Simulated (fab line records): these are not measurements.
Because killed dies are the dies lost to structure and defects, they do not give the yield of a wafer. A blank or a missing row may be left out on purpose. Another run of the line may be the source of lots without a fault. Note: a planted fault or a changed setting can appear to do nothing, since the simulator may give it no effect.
Code-filled problem report in 8D (eight disciplines) form / flow sfq line / the parts of the form that need people (team, actions taken, sign-off) are left out

== 1. WHAT WENT WRONG ==
Wafers without a fault read 182.5 W, standard deviation 0.55; rf fwd power W at SFQ_TRILAYER_I7_DEP_PECVD_183 reads a mean of 152.8 W on 6 wafers belonging to 2 lots. Relative to the usual mean, that is a shift of -54 standard deviations.
The step: deposits SiO2 from SiH4/N2O, time 111.11 s, target thk 500 nm.
First seen on wafer L130.1, day 87 13:15, on pecvd-01. The record holds 18 wafers of 6 lots with a number at this step. Rule for "out" (also "out of limits"): further than 4 standard deviations from the usual mean. The rest of the wafers with a number are treated as sound.

== 2. WHAT IT IS; WHAT IT IS NOT ==
question=which readings at this step | is=rf fwd power W | is not=throttle valve pct
question=which lots | is=L130, L131 | is not=L118, L121, L137, L139
question=which wafers of those lots | is=all that have a number | is not=-
question=read on which tools | is=pecvd-01 | is not=pecvd-03
question=when | is=from day 87 13:15 | is not=up to then (6 sound wafers); but 6 sound wafers of L137, L139 came after

== 3. THE SUSPECTS, EACH WITH WHAT RULES IT OUT ==
Counting: a tool at a process step up to the reading stays a suspect if it ran every lot that is out and no sound lot after the first of them.
- pecvd-01 at SFQ_TRILAYER_I7_DEP_PECVD_183 (deposits SiO2 from SiH4/N2O, time 111.11 s, target thk 500 nm): kept. It processed each lot that is out, first L130 at day 87 13:15, and no sound lot thereafter; up to then, the last sound lot it processed was L121 at day 82 14:24. On those wafers its own readings are out: rf fwd power W.
Remaining after the count: pecvd-01 at SFQ_TRILAYER_I7_DEP_PECVD_183.

== 4. THE CAUSE (what the simulator had put in) ==
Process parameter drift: pecvd-01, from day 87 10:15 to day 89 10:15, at SFQ_TRILAYER_I7_DEP_PECVD_183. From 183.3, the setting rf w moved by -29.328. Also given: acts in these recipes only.
The count eliminated every tool but this one.

== 5. SEQUENCE OF EFFECTS, ordered by route ==
Each row: a reading where the mean over the struck wafers with a number is more than 3 standard deviations away from the usual. Only readings whose record carries a usual standard deviation are examined. hours: median over the lots of the time between each lot's start at the first step of this table that gives one and its start at this step. sigmas: the change, counted in usual standard deviations.
hours=0; step=SFQ_TRILAYER_I7_DEP_PECVD_183; reading=rf fwd power W; usual=182.5 W; on struck wafers=152.8; change=-29.7; sigmas=-54
Its process steps:
- SFQ_TRILAYER_I7_DEP_PECVD_183: deposits SiO2 from SiH4/N2O, time 111.11 s, target thk 500 nm.

== 6. WHAT WOULD HAVE CAUGHT IT SOONER ==
First out-of-limits reading in this record: day 87 13:15, which is 3 hours after fault onset at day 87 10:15.
